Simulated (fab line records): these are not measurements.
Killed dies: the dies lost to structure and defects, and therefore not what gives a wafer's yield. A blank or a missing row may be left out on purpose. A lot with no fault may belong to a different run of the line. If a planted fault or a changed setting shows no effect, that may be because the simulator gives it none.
fab line records / flow sky130
record: lots: 7 wafers: 21 last_day: 50
route steps=708 shown METAL1@455 VIA1@458
lots with no fault: from the same line, run without faults
start_h: start of the lot's first displayed wafer, in hours after the record's first day / wait_h: how many hours have passed since the lot's step before this one / " repeats the value in the row above / L1.1+2: a single row standing in for several wafers / - no value, or no start was given / * or withheld: withheld / < > ~ a bound
route shown NAME@n: names a module that has steps shown in the file, with the first one's number in the route / usual: mean/standard deviation of fault-free wafers / same: alike in all rows / chamber/n: place in a boat / sites: the reading at each site / _std_site: the values' standard deviation / _edge_site: mean of outer sites minus mean of inner sites / radius_mm: for every site, how far away it sits from the centre of the wafer / mask NAME#n: copy n / behind: tool/chamber where the wafer was last shaped / hold: why the lot went on hold/how many hours it stayed there/how the hold came to an end / device: which transistor (n, p or np) failed to switch / end of line: at the end of the route, the tests of the same wafers / step lacking rows: just its recipe / killed: dies lost to structure and defects at the first sort, not the wafer's yield / map: shows each die of a wafer: x if killed, . if not, _ if none is there
set.NAME: the setting as run; set.NAME@STEP: as run at that earlier step / model.NAME: the simulator's own value behind a step, which no gauge read
lots at some steps of the route; a table a step, a row a wafer
services: when a tool's chamber went out of use (start_h, in hours from the record's first day, below 0 if earlier), for how many hours, and the reason
== steps ==
step: SKY_METAL1_STRIP_21
recipe: chemistry: post_etch_residue_remover time_s: 1200 temp_c: 72.5
step: SKY_METAL1_CLEAN_22
recipe: chemistry: IPA time_s: 180 temp_c: 25
step: SKY_METAL1_CLEAN_23
recipe: chemistry: O3/DIW dry: n2_spin
step: SKY_VIA1_HDPCVD_00
recipe: material: SiO2 target_thk_nm: 1030 sigma_open_frac: 0.3 time_s: 171.7 temp_c: 400 sih4_flow_sccm: 60 pressure_mtorr: 6
step: SKY_VIA1_THK_MEAS_01
recipe: reads: SiO2_of_VIA1_HDPCVD_00
usual: VIA1_HDPCVD_THK: 1028/8.9
lot.wafer=L659.4 tool=film_metro-04 chamber=- start_h=771.43 wait_h=0.0 VIA1_HDPCVD_THK[nm]=1047
lot.wafer=L659.5 tool=film_metro-04 chamber=- start_h=771.43 wait_h=0.0 VIA1_HDPCVD_THK[nm]=1039
lot.wafer=L659.6 tool=film_metro-04 chamber=- start_h=771.43 wait_h=0.0 VIA1_HDPCVD_THK[nm]=1046
lot.wafer=L662.3 tool=film_metro-04 chamber=- start_h=801.37 wait_h=0.1 VIA1_HDPCVD_THK[nm]=1029
lot.wafer=L662.4 tool=film_metro-04 chamber=- start_h=801.37 wait_h=0.1 VIA1_HDPCVD_THK[nm]=1021
lot.wafer=L662.6 tool=film_metro-04 chamber=- start_h=801.37 wait_h=0.1 VIA1_HDPCVD_THK[nm]=1024
lot.wafer=L667.3 tool=film_metro-04 chamber=- start_h=844.08 wait_h=0.1 VIA1_HDPCVD_THK[nm]=1013
lot.wafer=L667.5 tool=film_metro-04 chamber=- start_h=844.08 wait_h=0.1 VIA1_HDPCVD_THK[nm]=1027
lot.wafer=L667.6 tool=film_metro-04 chamber=- start_h=844.08 wait_h=0.1 VIA1_HDPCVD_THK[nm]=1021
lot.wafer=L668.2 tool=film_metro-03 chamber=- start_h=848.11 wait_h=0.1 VIA1_HDPCVD_THK[nm]=1034
lot.wafer=L668.3 tool=film_metro-03 chamber=- start_h=848.11 wait_h=0.1 VIA1_HDPCVD_THK[nm]=1031
lot.wafer=L668.5 tool=film_metro-03 chamber=- start_h=848.11 wait_h=0.1 VIA1_HDPCVD_THK[nm]=1035
lot.wafer=L670.1 tool=film_metro-01 chamber=- start_h=853.65 wait_h=0.1 VIA1_HDPCVD_THK[nm]=1011
lot.wafer=L670.3 tool=film_metro-01 chamber=- start_h=853.65 wait_h=0.1 VIA1_HDPCVD_THK[nm]=1016
lot.wafer=L670.6 tool=film_metro-01 chamber=- start_h=853.65 wait_h=0.1 VIA1_HDPCVD_THK[nm]=1014
lot.wafer=L678.2 tool=film_metro-01 chamber=- start_h=916.92 wait_h=0.1 VIA1_HDPCVD_THK[nm]=1022
lot.wafer=L678.3 tool=film_metro-01 chamber=- start_h=916.92 wait_h=0.1 VIA1_HDPCVD_THK[nm]=1023
lot.wafer=L678.4 tool=film_metro-01 chamber=- start_h=916.92 wait_h=0.1 VIA1_HDPCVD_THK[nm]=1012
lot.wafer=L679.3 tool=film_metro-04 chamber=- start_h=926.11 wait_h=0.1 VIA1_HDPCVD_THK[nm]=1019
lot.wafer=L679.4 tool=film_metro-04 chamber=- start_h=926.11 wait_h=0.1 VIA1_HDPCVD_THK[nm]=1032
lot.wafer=L679.5 tool=film_metro-04 chamber=- start_h=926.11 wait_h=0.1 VIA1_HDPCVD_THK[nm]=1036
step: SKY_VIA1_CMP_02
recipe: material: SiO2 down_force_psi: 4 platen_rpm: 60 pad_velocity_m_s: 0.94248
usual: head_pressure_psi: 4.000/0.0093 motor_current_A: 11.3/1.3 retaining_ring_pressure_frac: 1.000/0.0053
lot.wafer=L659.4 tool=cmp-01 chamber=2 start_h=771.61 wait_h=0.2 head_pressure_psi=3.988 motor_current_A=10.4 retaining_ring_pressure_frac=0.978
lot.wafer=L659.6 tool=cmp-01 chamber=3 start_h=771.61 wait_h=0.2 head_pressure_psi=4.007 motor_current_A=9.3 retaining_ring_pressure_frac=0.998
lot.wafer=L659.5 tool=cmp-01 chamber=0 start_h=771.61 wait_h=0.2 head_pressure_psi=3.982 motor_current_A=12.8 retaining_ring_pressure_frac=1.005
lot.wafer=L662.3 tool=cmp-01 chamber=0 start_h=801.51 wait_h=0.1 head_pressure_psi=4.015 motor_current_A=12.8 retaining_ring_pressure_frac=0.999
lot.wafer=L662.4 tool=cmp-01 chamber=1 start_h=801.51 wait_h=0.1 head_pressure_psi=4.000 motor_current_A=11.4 retaining_ring_pressure_frac=0.998
lot.wafer=L662.6 tool=cmp-01 chamber=3 start_h=801.51 wait_h=0.1 head_pressure_psi=4.006 motor_current_A=9.4 retaining_ring_pressure_frac=1.004
lot.wafer=L667.3 tool=cmp-01 chamber=0 start_h=844.17 wait_h=0.1 head_pressure_psi=3.995 motor_current_A=12.0 retaining_ring_pressure_frac=0.993
lot.wafer=L667.5 tool=cmp-01 chamber=0 start_h=844.17 wait_h=0.1 head_pressure_psi=4.012 motor_current_A=12.6 retaining_ring_pressure_frac=0.996
lot.wafer=L667.6 tool=cmp-01 chamber=1 start_h=844.17 wait_h=0.1 head_pressure_psi=4.010 motor_current_A=10.5 retaining_ring_pressure_frac=0.992
lot.wafer=L668.2 tool=cmp-01 chamber=0 start_h=848.16 wait_h=0.0 head_pressure_psi=4.013 motor_current_A=12.0 retaining_ring_pressure_frac=1.006
lot.wafer=L668.3 tool=cmp-01 chamber=2 start_h=848.16 wait_h=0.0 head_pressure_psi=4.008 motor_current_A=10.4 retaining_ring_pressure_frac=1.006
lot.wafer=L668.5 tool=cmp-01 chamber=1 start_h=848.16 wait_h=0.0 head_pressure_psi=3.998 motor_current_A=10.3 retaining_ring_pressure_frac=0.994
lot.wafer=L670.1 tool=cmp-01 chamber=3 start_h=853.71 wait_h=0.1 head_pressure_psi=4.023 motor_current_A=9.8 retaining_ring_pressure_frac=0.995
lot.wafer=L670.3 tool=cmp-01 chamber=1 start_h=853.71 wait_h=0.1 head_pressure_psi=3.993 motor_current_A=10.6 retaining_ring_pressure_frac=0.994
lot.wafer=L670.6 tool=cmp-01 chamber=0 start_h=853.71 wait_h=0.1 head_pressure_psi=4.003 motor_current_A=12.5 retaining_ring_pressure_frac=1.004
lot.wafer=L678.2 tool=cmp-01 chamber=2 start_h=916.97 wait_h=0.0 head_pressure_psi=3.978 motor_current_A=10.8 retaining_ring_pressure_frac=1.006
lot.wafer=L678.3 tool=cmp-01 chamber=3 start_h=916.97 wait_h=0.0 head_pressure_psi=3.989 motor_current_A=9.0 retaining_ring_pressure_frac=1.003
lot.wafer=L678.4 tool=cmp-01 chamber=1 start_h=916.97 wait_h=0.0 head_pressure_psi=3.995 motor_current_A=10.6 retaining_ring_pressure_frac=1.007
lot.wafer=L679.3 tool=cmp-02 chamber=2 start_h=926.33 wait_h=0.2 head_pressure_psi=3.991 motor_current_A=13.3 retaining_ring_pressure_frac=1.000
lot.wafer=L679.4 tool=cmp-02 chamber=1 start_h=926.33 wait_h=0.2 head_pressure_psi=3.983 motor_current_A=11.4 retaining_ring_pressure_frac=0.998
lot.wafer=L679.5 tool=cmp-02 chamber=3 start_h=926.33 wait_h=0.2 head_pressure_psi=3.992 motor_current_A=12.1 retaining_ring_pressure_frac=0.997
step: SKY_VIA1_BOW_MEAS_03
recipe: mode: bow
usual: VIA1_BOW: 80/7.1
lot.wafer=L659.4 tool=film_metro-03 chamber=- start_h=771.82 wait_h=0.2 VIA1_BOW[um]=78
lot.wafer=L659.5 tool=film_metro-03 chamber=- start_h=771.82 wait_h=0.2 VIA1_BOW[um]=73
lot.wafer=L659.6 tool=film_metro-03 chamber=- start_h=771.82 wait_h=0.2 VIA1_BOW[um]=75
lot.wafer=L662.3 tool=film_metro-04 chamber=- start_h=801.75 wait_h=0.2 VIA1_BOW[um]=84
lot.wafer=L662.4 tool=film_metro-04 chamber=- start_h=801.75 wait_h=0.2 VIA1_BOW[um]=79
lot.wafer=L662.6 tool=film_metro-04 chamber=- start_h=801.75 wait_h=0.2 VIA1_BOW[um]=70
lot.wafer=L667.3 tool=film_metro-04 chamber=- start_h=844.51 wait_h=0.3 VIA1_BOW[um]=70
lot.wafer=L667.5 tool=film_metro-04 chamber=- start_h=844.51 wait_h=0.3 VIA1_BOW[um]=86
lot.wafer=L667.6 tool=film_metro-04 chamber=- start_h=844.51 wait_h=0.3 VIA1_BOW[um]=85
lot.wafer=L668.2 tool=film_metro-03 chamber=- start_h=848.48 wait_h=0.3 VIA1_BOW[um]=88
lot.wafer=L668.3 tool=film_metro-03 chamber=- start_h=848.48 wait_h=0.3 VIA1_BOW[um]=75
lot.wafer=L668.5 tool=film_metro-03 chamber=- start_h=848.48 wait_h=0.3 VIA1_BOW[um]=93
lot.wafer=L670.1 tool=film_metro-04 chamber=- start_h=854.01 wait_h=0.2 VIA1_BOW[um]=96
lot.wafer=L670.3 tool=film_metro-04 chamber=- start_h=854.01 wait_h=0.2 VIA1_BOW[um]=83
lot.wafer=L670.6 tool=film_metro-04 chamber=- start_h=854.01 wait_h=0.2 VIA1_BOW[um]=92
lot.wafer=L678.2 tool=film_metro-04 chamber=- start_h=917.29 wait_h=0.3 VIA1_BOW[um]=73
lot.wafer=L678.3 tool=film_metro-04 chamber=- start_h=917.29 wait_h=0.3 VIA1_BOW[um]=89
lot.wafer=L678.4 tool=film_metro-04 chamber=- start_h=917.29 wait_h=0.3 VIA1_BOW[um]=73
lot.wafer=L679.3 tool=film_metro-03 chamber=- start_h=926.67 wait_h=0.3 VIA1_BOW[um]=82
lot.wafer=L679.4 tool=film_metro-03 chamber=- start_h=926.67 wait_h=0.3 VIA1_BOW[um]=79
lot.wafer=L679.5 tool=film_metro-03 chamber=- start_h=926.67 wait_h=0.3 VIA1_BOW[um]=84
step: SKY_VIA1_DEHYDRATE_04
recipe: temp_c: 200 time_s: 60
step: SKY_VIA1_HMDS_05
recipe: prime_time_s: 60 prime_temp_c: 120
step: SKY_VIA1_COAT_06
recipe: resist: BARC temp_c: withheld time_s: withheld spin_rpm: 3000 resist_thk_nm: 60
step: SKY_VIA1_COAT_07
recipe: resist: KrF-thick spin_rpm: 3000 resist_thk_nm: 450
step: SKY_VIA1_SOFTBAKE_08
recipe: temp_c: 99.53 time_s: 90 resist: KrF-thick
step: SKY_VIA1_EXPOSE_09
recipe: mask_id: VIM na: 0.8 source_shape: annular sigma_inner: 0.55 sigma_outer: 0.85 target_cd_nm: 150 dose_mj: 38
lot.wafer=L659.4+5+6 tool=krf_scanner-01 chamber=0 start_h=785.94 wait_h=- mask=VIM#0
lot.wafer=L662.3+4+6 tool=krf_scanner-02 chamber=0 start_h=815.57 wait_h=- mask=VIM#0
lot.wafer=L667.3+5+6 tool=krf_scanner-01 chamber=0 start_h=858.30 wait_h=- mask=VIM#0
lot.wafer=L668.2+3+5 tool=krf_scanner-01 chamber=0 start_h=861.91 wait_h=- mask=VIM#0
lot.wafer=L670.1+3+6 tool=krf_scanner-01 chamber=0 start_h=867.46 wait_h=- mask=VIM#0
lot.wafer=L678.2+3+4 tool=krf_scanner-01 chamber=0 start_h=929.83 wait_h=- mask=VIM#0
lot.wafer=L679.3+4+5 tool=krf_scanner-01 chamber=0 start_h=939.30 wait_h=- mask=VIM#0
step: SKY_VIA1_PEB_10
recipe: peb_temp_c: withheld peb_time_s: withheld resist: KrF-thick
step: SKY_VIA1_DEVELOP_11
recipe: develop_time_s: 60 resist: KrF-thick dev_temp_c: 21
step: SKY_VIA1_CD_MEAS_12
recipe: target_cd_nm: 150
usual: cd_nm: 150.4/1.7
lot.wafer=L659.4 tool=cd_sem-02 chamber=- start_h=799.45 wait_h=- cd_nm=148.7
lot.wafer=L659.5 tool=cd_sem-02 chamber=- start_h=799.45 wait_h=- cd_nm=147.1
lot.wafer=L659.6 tool=cd_sem-02 chamber=- start_h=799.45 wait_h=- cd_nm=149.0
lot.wafer=L662.3 tool=cd_sem-01 chamber=- start_h=828.43 wait_h=- cd_nm=150.3
lot.wafer=L662.4 tool=cd_sem-01 chamber=- start_h=828.43 wait_h=- cd_nm=148.5
lot.wafer=L662.6 tool=cd_sem-01 chamber=- start_h=828.43 wait_h=- cd_nm=150.0
lot.wafer=L667.3 tool=cd_sem-02 chamber=- start_h=871.34 wait_h=- cd_nm=151.9
lot.wafer=L667.5 tool=cd_sem-02 chamber=- start_h=871.34 wait_h=- cd_nm=149.8
lot.wafer=L667.6 tool=cd_sem-02 chamber=- start_h=871.34 wait_h=- cd_nm=123.0
lot.wafer=L668.2 tool=cd_sem-01 chamber=- start_h=874.62 wait_h=- cd_nm=125.2
lot.wafer=L668.3 tool=cd_sem-01 chamber=- start_h=874.62 wait_h=- cd_nm=150.8
lot.wafer=L668.5 tool=cd_sem-01 chamber=- start_h=874.62 wait_h=- cd_nm=152.8
lot.wafer=L670.1 tool=cd_sem-01 chamber=- start_h=880.31 wait_h=- cd_nm=122.1
lot.wafer=L670.3 tool=cd_sem-01 chamber=- start_h=880.31 wait_h=- cd_nm=151.2
lot.wafer=L670.6 tool=cd_sem-01 chamber=- start_h=880.31 wait_h=- cd_nm=124.7
lot.wafer=L678.2 tool=cd_sem-02 chamber=- start_h=942.02 wait_h=- cd_nm=151.2
lot.wafer=L678.3 tool=cd_sem-02 chamber=- start_h=942.02 wait_h=- cd_nm=149.3
lot.wafer=L678.4 tool=cd_sem-02 chamber=- start_h=942.02 wait_h=- cd_nm=151.5
lot.wafer=L679.3 tool=cd_sem-01 chamber=- start_h=951.39 wait_h=- cd_nm=151.2
lot.wafer=L679.4 tool=cd_sem-01 chamber=- start_h=951.39 wait_h=- cd_nm=149.9
lot.wafer=L679.5 tool=cd_sem-01 chamber=- start_h=951.39 wait_h=- cd_nm=151.8
step: SKY_VIA1_OVL_MEAS_13
usual: VIA1_OVL: 2/5
lot.wafer=L659.4 tool=overlay-01 chamber=- start_h=799.53 wait_h=0.1 VIA1_OVL[nm]=1
lot.wafer=L659.5 tool=overlay-01 chamber=- start_h=799.53 wait_h=0.1 VIA1_OVL[nm]=1
lot.wafer=L659.6 tool=overlay-01 chamber=- start_h=799.53 wait_h=0.1 VIA1_OVL[nm]=6
lot.wafer=L662.3 tool=overlay-02 chamber=- start_h=828.52 wait_h=0.1 VIA1_OVL[nm]=2
lot.wafer=L662.4 tool=overlay-02 chamber=- start_h=828.52 wait_h=0.1 VIA1_OVL[nm]=3
lot.wafer=L662.6 tool=overlay-02 chamber=- start_h=828.52 wait_h=0.1 VIA1_OVL[nm]=0
lot.wafer=L667.3 tool=overlay-02 chamber=- start_h=871.44 wait_h=0.1 VIA1_OVL[nm]=0
lot.wafer=L667.5 tool=overlay-02 chamber=- start_h=871.44 wait_h=0.1 VIA1_OVL[nm]=2
lot.wafer=L667.6 tool=overlay-02 chamber=- start_h=871.44 wait_h=0.1 VIA1_OVL[nm]=7
lot.wafer=L668.2 tool=overlay-02 chamber=- start_h=874.73 wait_h=0.1 VIA1_OVL[nm]=-6
lot.wafer=L668.3 tool=overlay-02 chamber=- start_h=874.73 wait_h=0.1 VIA1_OVL[nm]=-4
lot.wafer=L668.5 tool=overlay-02 chamber=- start_h=874.73 wait_h=0.1 VIA1_OVL[nm]=-1
lot.wafer=L670.1 tool=overlay-02 chamber=- start_h=880.43 wait_h=0.1 VIA1_OVL[nm]=8
lot.wafer=L670.3 tool=overlay-02 chamber=- start_h=880.43 wait_h=0.1 VIA1_OVL[nm]=6
lot.wafer=L670.6 tool=overlay-02 chamber=- start_h=880.43 wait_h=0.1 VIA1_OVL[nm]=3
lot.wafer=L678.2 tool=overlay-02 chamber=- start_h=942.13 wait_h=0.1 VIA1_OVL[nm]=5
lot.wafer=L678.3 tool=overlay-02 chamber=- start_h=942.13 wait_h=0.1 VIA1_OVL[nm]=11
lot.wafer=L678.4 tool=overlay-02 chamber=- start_h=942.13 wait_h=0.1 VIA1_OVL[nm]=2
lot.wafer=L679.3 tool=overlay-01 chamber=- start_h=951.49 wait_h=0.1 VIA1_OVL[nm]=0
lot.wafer=L679.4 tool=overlay-01 chamber=- start_h=951.49 wait_h=0.1 VIA1_OVL[nm]=-5
lot.wafer=L679.5 tool=overlay-01 chamber=- start_h=951.49 wait_h=0.1 VIA1_OVL[nm]=-4
step: SKY_VIA1_ETCH_14
recipe: chemistry: N2/H2 target: BARC ion_energy_ev: 200 source_w: 500 bias_w: 100 pressure_mtorr: 30 n2_flow_sccm: 100 h2_flow_sccm: 200 stop_on: SiO2 time_s: 45.9 target_depth_a: 600
usual: bias_w: 100.02/0.28 drypump_motor_current_A: 5.9/0.52 oes_product_au: 0.854/0.0047 throttle_valve_pct: 13.226/0.0087
lot.wafer=L659.4 tool=rie_diel-04 chamber=3 start_h=799.57 wait_h=0.0 bias_w=99.73 drypump_motor_current_A=5.9 oes_product_au=0.849 rf_hours_counter_h=- throttle_valve_pct=13.223 model.VIA1.cd_nm=149.2
lot.wafer=L659.5 tool=rie_diel-04 chamber=1 start_h=799.57 wait_h=0.0 bias_w=100.03 drypump_motor_current_A=6.2 oes_product_au=0.852 rf_hours_counter_h=- throttle_valve_pct=13.238 model.VIA1.cd_nm=147.4
lot.wafer=L659.6 tool=rie_diel-04 chamber=0 start_h=799.57 wait_h=0.0 bias_w=100.09 drypump_motor_current_A=4.8 oes_product_au=0.850 rf_hours_counter_h=- throttle_valve_pct=13.211 model.VIA1.cd_nm=148.2
lot.wafer=L662.3 tool=rie_diel-03 chamber=0 start_h=828.55 wait_h=0.0 bias_w=100.29 drypump_motor_current_A=6.1 oes_product_au=0.865 rf_hours_counter_h=11 throttle_valve_pct=13.232 model.VIA1.cd_nm=150.3
lot.wafer=L662.4 tool=rie_diel-03 chamber=2 start_h=828.55 wait_h=0.0 bias_w=99.46 drypump_motor_current_A=6.2 oes_product_au=0.850 rf_hours_counter_h=- throttle_valve_pct=13.225 model.VIA1.cd_nm=148.6
lot.wafer=L662.6 tool=rie_diel-03 chamber=0 start_h=828.55 wait_h=0.0 bias_w=99.87 drypump_motor_current_A=6.1 oes_product_au=0.852 rf_hours_counter_h=- throttle_valve_pct=13.229 model.VIA1.cd_nm=150.2
lot.wafer=L667.3 tool=rie_diel-02 chamber=3 start_h=871.46 wait_h=0.0 bias_w=99.60 drypump_motor_current_A=5.3 oes_product_au=0.846 rf_hours_counter_h=16 throttle_valve_pct=13.221 model.VIA1.cd_nm=150.4
lot.wafer=L667.5 tool=rie_diel-02 chamber=2 start_h=871.46 wait_h=0.0 bias_w=100.23 drypump_motor_current_A=6.1 oes_product_au=0.857 rf_hours_counter_h=- throttle_valve_pct=13.235 model.VIA1.cd_nm=149.2
lot.wafer=L667.6 tool=rie_diel-02 chamber=3 start_h=871.46 wait_h=0.0 bias_w=100.10 drypump_motor_current_A=5.3 oes_product_au=0.852 rf_hours_counter_h=- throttle_valve_pct=13.230 model.VIA1.cd_nm=122
lot.wafer=L668.2 tool=rie_diel-02 chamber=2 start_h=874.76 wait_h=0.0 bias_w=100.61 drypump_motor_current_A=6.1 oes_product_au=0.855 rf_hours_counter_h=9 throttle_valve_pct=13.217 model.VIA1.cd_nm=124.8
lot.wafer=L668.3 tool=rie_diel-02 chamber=3 start_h=874.76 wait_h=0.0 bias_w=100.04 drypump_motor_current_A=5.3 oes_product_au=0.854 rf_hours_counter_h=16 throttle_valve_pct=13.231 model.VIA1.cd_nm=148.9
lot.wafer=L668.5 tool=rie_diel-02 chamber=2 start_h=874.76 wait_h=0.0 bias_w=100.51 drypump_motor_current_A=6.1 oes_product_au=0.846 rf_hours_counter_h=- throttle_valve_pct=13.223 model.VIA1.cd_nm=152.1
lot.wafer=L670.1 tool=rie_diel-03 chamber=3 start_h=880.46 wait_h=0.0 bias_w=99.37 drypump_motor_current_A=5.0 oes_product_au=0.864 rf_hours_counter_h=11 throttle_valve_pct=13.219 model.VIA1.cd_nm=121.3
lot.wafer=L670.3 tool=rie_diel-03 chamber=1 start_h=880.46 wait_h=0.0 bias_w=100.28 drypump_motor_current_A=5.8 oes_product_au=0.849 rf_hours_counter_h=10 throttle_valve_pct=13.234 model.VIA1.cd_nm=151.5
lot.wafer=L670.6 tool=rie_diel-03 chamber=2 start_h=880.46 wait_h=0.0 bias_w=100.03 drypump_motor_current_A=6.3 oes_product_au=0.858 rf_hours_counter_h=- throttle_valve_pct=13.232 model.VIA1.cd_nm=125.3
lot.wafer=L678.2 tool=rie_diel-04 chamber=3 start_h=942.16 wait_h=0.0 bias_w=99.79 drypump_motor_current_A=6.0 oes_product_au=0.855 rf_hours_counter_h=18 throttle_valve_pct=13.222 model.VIA1.cd_nm=151
lot.wafer=L678.3 tool=rie_diel-04 chamber=0 start_h=942.16 wait_h=0.0 bias_w=99.90 drypump_motor_current_A=4.8 oes_product_au=0.853 rf_hours_counter_h=9 throttle_valve_pct=13.229 model.VIA1.cd_nm=148.8
lot.wafer=L678.4 tool=rie_diel-04 chamber=1 start_h=942.16 wait_h=0.0 bias_w=99.65 drypump_motor_current_A=6.3 oes_product_au=0.847 rf_hours_counter_h=9 throttle_valve_pct=13.226 model.VIA1.cd_nm=150.9
lot.wafer=L679.3 tool=rie_diel-02 chamber=2 start_h=951.51 wait_h=0.0 bias_w=100.38 drypump_motor_current_A=6.1 oes_product_au=0.858 rf_hours_counter_h=11 throttle_valve_pct=13.225 model.VIA1.cd_nm=150.9
lot.wafer=L679.4 tool=rie_diel-02 chamber=1 start_h=951.51 wait_h=0.0 bias_w=100.02 drypump_motor_current_A=5.8 oes_product_au=0.855 rf_hours_counter_h=5 throttle_valve_pct=13.218 model.VIA1.cd_nm=150
lot.wafer=L679.5 tool=rie_diel-02 chamber=0 start_h=951.51 wait_h=0.0 bias_w=99.85 drypump_motor_current_A=6.3 oes_product_au=0.851 rf_hours_counter_h=- throttle_valve_pct=13.236 model.VIA1.cd_nm=152.4
step: SKY_VIA1_ETCH_15
recipe: target: SiO2 chemistry: C4F8/O2/Ar target_depth_nm: 351 stop_on: TiN mask_material: KrF-thick source_w: 1500 bias_w: 1200 pressure_mtorr: 40 c4f8_flow_sccm: withheld O2_flow_sccm: 6 Ar_flow_sccm: 300 time_s: 54
usual: bias_w: 1199/3.4 oes_product_au: 0.982/0.0054
lot.wafer=L659.4 tool=rie_diel-04 chamber=3 start_h=799.61 wait_h=0.0 bias_w=1201 oes_product_au=0.983 rf_hours_counter_h=-
lot.wafer=L659.5 tool=rie_diel-04 chamber=1 start_h=799.61 wait_h=0.0 bias_w=1196 oes_product_au=0.986 rf_hours_counter_h=-
lot.wafer=L659.6 tool=rie_diel-04 chamber=0 start_h=799.61 wait_h=0.0 bias_w=1200 oes_product_au=0.979 rf_hours_counter_h=-
lot.wafer=L662.3 tool=rie_diel-03 chamber=0 start_h=828.59 wait_h=0.0 bias_w=1198 oes_product_au=0.976 rf_hours_counter_h=12
lot.wafer=L662.4 tool=rie_diel-03 chamber=2 start_h=828.59 wait_h=0.0 bias_w=1202 oes_product_au=0.983 rf_hours_counter_h=-
lot.wafer=L662.6 tool=rie_diel-03 chamber=0 start_h=828.59 wait_h=0.0 bias_w=1200 oes_product_au=0.973 rf_hours_counter_h=-
lot.wafer=L667.3 tool=rie_diel-02 chamber=3 start_h=871.50 wait_h=0.0 bias_w=1191 oes_product_au=0.984 rf_hours_counter_h=16
lot.wafer=L667.5 tool=rie_diel-02 chamber=2 start_h=871.50 wait_h=0.0 bias_w=1203 oes_product_au=0.979 rf_hours_counter_h=-
lot.wafer=L667.6 tool=rie_diel-02 chamber=3 start_h=871.50 wait_h=0.0 bias_w=1198 oes_product_au=0.988 rf_hours_counter_h=-
lot.wafer=L668.2 tool=rie_diel-02 chamber=2 start_h=874.80 wait_h=0.0 bias_w=1199 oes_product_au=0.983 rf_hours_counter_h=9
lot.wafer=L668.3 tool=rie_diel-02 chamber=3 start_h=874.80 wait_h=0.0 bias_w=1200 oes_product_au=0.985 rf_hours_counter_h=16
lot.wafer=L668.5 tool=rie_diel-02 chamber=2 start_h=874.80 wait_h=0.0 bias_w=1198 oes_product_au=0.980 rf_hours_counter_h=-
lot.wafer=L670.1 tool=rie_diel-03 chamber=3 start_h=880.51 wait_h=0.0 bias_w=1200 oes_product_au=0.983 rf_hours_counter_h=11
lot.wafer=L670.3 tool=rie_diel-03 chamber=1 start_h=880.51 wait_h=0.0 bias_w=1196 oes_product_au=0.986 rf_hours_counter_h=10
lot.wafer=L670.6 tool=rie_diel-03 chamber=2 start_h=880.51 wait_h=0.0 bias_w=1203 oes_product_au=0.986 rf_hours_counter_h=-
lot.wafer=L678.2 tool=rie_diel-04 chamber=3 start_h=942.20 wait_h=0.0 bias_w=1194 oes_product_au=0.991 rf_hours_counter_h=18
lot.wafer=L678.3 tool=rie_diel-04 chamber=0 start_h=942.20 wait_h=0.0 bias_w=1198 oes_product_au=0.985 rf_hours_counter_h=9
lot.wafer=L678.4 tool=rie_diel-04 chamber=1 start_h=942.20 wait_h=0.0 bias_w=1193 oes_product_au=0.984 rf_hours_counter_h=9
lot.wafer=L679.3 tool=rie_diel-02 chamber=2 start_h=951.55 wait_h=0.0 bias_w=1201 oes_product_au=0.984 rf_hours_counter_h=11
lot.wafer=L679.4 tool=rie_diel-02 chamber=1 start_h=951.55 wait_h=0.0 bias_w=1195 oes_product_au=0.975 rf_hours_counter_h=5
lot.wafer=L679.5 tool=rie_diel-02 chamber=0 start_h=951.55 wait_h=0.0 bias_w=1198 oes_product_au=0.978 rf_hours_counter_h=-
== services ==
tool=krf_scanner-01 chamber=- start_h=752.00 hours=4.0 kind=pm
tool=rie_diel-03 chamber=1 start_h=776.92 hours=6.4 kind=repair
tool=krf_scanner-01 chamber=- start_h=779.34 hours=1.3 kind=pm
tool=rie_diel-03 chamber=0 start_h=796.21 hours=4.7 kind=repair
tool=rie_diel-02 chamber=- start_h=800.67 hours=0.4 kind=repair
tool=krf_scanner-01 chamber=- start_h=804.38 hours=0.8 kind=pm
tool=krf_scanner-01 chamber=- start_h=808.56 hours=0.3 kind=repair
tool=cmp-01 chamber=- start_h=813.30 hours=3.9 kind=pm
tool=rie_diel-03 chamber=1 start_h=814.35 hours=20.0 kind=repair
tool=rie_diel-03 chamber=0 start_h=815.58 hours=2.5 kind=repair
tool=cmp-01 chamber=- start_h=817.84 hours=1.2 kind=repair
tool=krf_scanner-01 chamber=- start_h=823.32 hours=3.6 kind=pm
tool=rie_diel-04 chamber=3 start_h=824.25 hours=4.0 kind=repair
tool=rie_diel-03 chamber=2 start_h=834.76 hours=3.8 kind=repair
tool=rie_diel-04 chamber=0 start_h=835.45 hours=6.8 kind=repair
tool=krf_scanner-01 chamber=- start_h=842.48 hours=0.8 kind=pm
tool=rie_diel-03 chamber=3 start_h=843.83 hours=11.1 kind=repair
tool=rie_diel-02 chamber=- start_h=858.37 hours=0.4 kind=repair
tool=krf_scanner-01 chamber=- start_h=858.52 hours=1.0 kind=pm
tool=rie_diel-03 chamber=- start_h=887.69 hours=2.8 kind=pm
tool=cmp-01 chamber=- start_h=888.20 hours=1.5 kind=repair
tool=cmp-01 chamber=- start_h=912.00 hours=4.0 kind=pm
tool=cmp-01 chamber=- start_h=925.65 hours=1.7 kind=repair
tool=rie_diel-03 chamber=0 start_h=941.09 hours=8.1 kind=repair
== key ==
first_sign: step: SKY_VIA1_CD_MEAS_12 reading: cd_nm direction: down sigmas: 16 usual: 150.4 struck: 123.8
effect none on later readings
model_effect: step: SKY_VIA1_ETCH_14 value: VIA1.cd_nm without: 150.7 struck: 123.3
met_at SKY_VIA1_EXPOSE_09
struck_wafers L667.6,L668.2,L670.1,L670.6
later_rows_left_out L670.1
sort_left_out L667.6,L668.2,L670.1,L670.6
onset_between 785.94 858.30
fault: kind: process_parameter_drift tool: krf_scanner-01 chamber: - onset_h: 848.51 steps: SKY_VIA1_EXPOSE_09 channel: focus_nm offset: 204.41 shape: step end_h: 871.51 scope: struck_wafers_only
sort_left_out: the simulated sort isn't trusted on such a fault, so these wafers' sort isn't shown, and their yield isn't known
later_rows_left_out: the simulator's readings of these wafers behind a module that went badly wrong aren't trusted and aren't shown, but for the sort
